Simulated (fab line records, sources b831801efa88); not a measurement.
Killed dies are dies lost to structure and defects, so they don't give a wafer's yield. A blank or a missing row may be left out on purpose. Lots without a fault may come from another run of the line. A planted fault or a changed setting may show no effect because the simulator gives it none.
Problem report in the 8D (eight disciplines) form, filled by code | flow sfq_line | the parts of the form that need people (team, actions taken, sign-off) are left out

1. THE PROBLEM
rf_fwd_power_W at SFQ_TRILAYER_R5_ETCH_METAL_ETCH_139 reads a mean of 496.3 W on 6 wafers of 2 lots; wafers without a fault read 593.2 W with a standard deviation of 2.5. That is -39 standard deviations from the usual mean.
The step: etches the open film in Cl2, stops on SiO2, target depth 60 nm, time 40 s.
First seen on wafer L549.1, day 61 09:55, on rie_metal-04. The record holds 42 wafers of 14 lots with a number at this step. Rule for "out", or "out of limits": more than 4 standard deviations from the usual mean. The other wafers with a number count as sound.

2. WHAT IT IS AND WHAT IT IS NOT
question                    | is                             | is not
which readings at this step | rf_fwd_power_W, oes_product_au | chamber_pressure_mTorr, drypump_motor_current_A
which lots                  | L549, L550                     | L536, L537, L541, L542, L544, L545, L546, L548, L551, L554, L558, L559
which wafers of those lots  | all that have a number         | -
read on which tools         | rie_metal-04                   | rie_metal-01, rie_metal-03
when                        | from day 61 09:55              | up to then (24 sound wafers); but 12 sound wafers of L551, L554, L558, L559 came after

3. SUSPECTS, AND WHAT RULES EACH OUT
Counting: a tool at a process step up to the reading stays a suspect if it ran every lot that is out and no sound lot after the first of them.
- rie_metal-04 at SFQ_TRILAYER_R5_ETCH_METAL_ETCH_139 (etches the open film in Cl2, stops on SiO2, target depth 60 nm, time 40 s): kept. It ran every lot that is out, first L549 (day 61 09:55), and no sound lot after that; its last sound lot up to then is L548 (day 61 08:43). Its own readings are out on those wafers: oes_product_au, rf_fwd_power_W.
Left after counting: rie_metal-04 at SFQ_TRILAYER_R5_ETCH_METAL_ETCH_139.

4. THE CAUSE (what the simulator had put in)
Process parameter drift: rie_metal-04, from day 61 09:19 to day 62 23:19, at SFQ_TRILAYER_R5_ETCH_METAL_ETCH_139. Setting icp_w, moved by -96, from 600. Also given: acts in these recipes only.
Counting left only this tool.

5. THE CHAIN OF EFFECTS, in route order
Each row: a reading whose mean over the struck wafers that have a number lies more than 3 standard deviations from the usual. Only readings for which the record gives a usual standard deviation are gone through. hours: the time from each lot's start at the first step in this table that gives one to its start at this step, as a median over the lots. sigmas: the change in usual standard deviations.
hours | step                                | reading        | usual      | on struck wafers | change | sigmas
0     | SFQ_TRILAYER_R5_ETCH_METAL_ETCH_139 | oes_product_au | 0.991 a.u. | 0.919            | -0.072 | -13
0     | SFQ_TRILAYER_R5_ETCH_METAL_ETCH_139 | rf_fwd_power_W | 593.2 W    | 496.3            | -96.9  | -39
The process steps in it:
- SFQ_TRILAYER_R5_ETCH_METAL_ETCH_139: etches the open film in Cl2, stops on SiO2, target depth 60 nm, time 40 s.

6. WHAT WOULD HAVE CAUGHT IT SOONER
In this record the first reading out of limits was taken at day 61 09:55, 1 hour after the fault began at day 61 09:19.
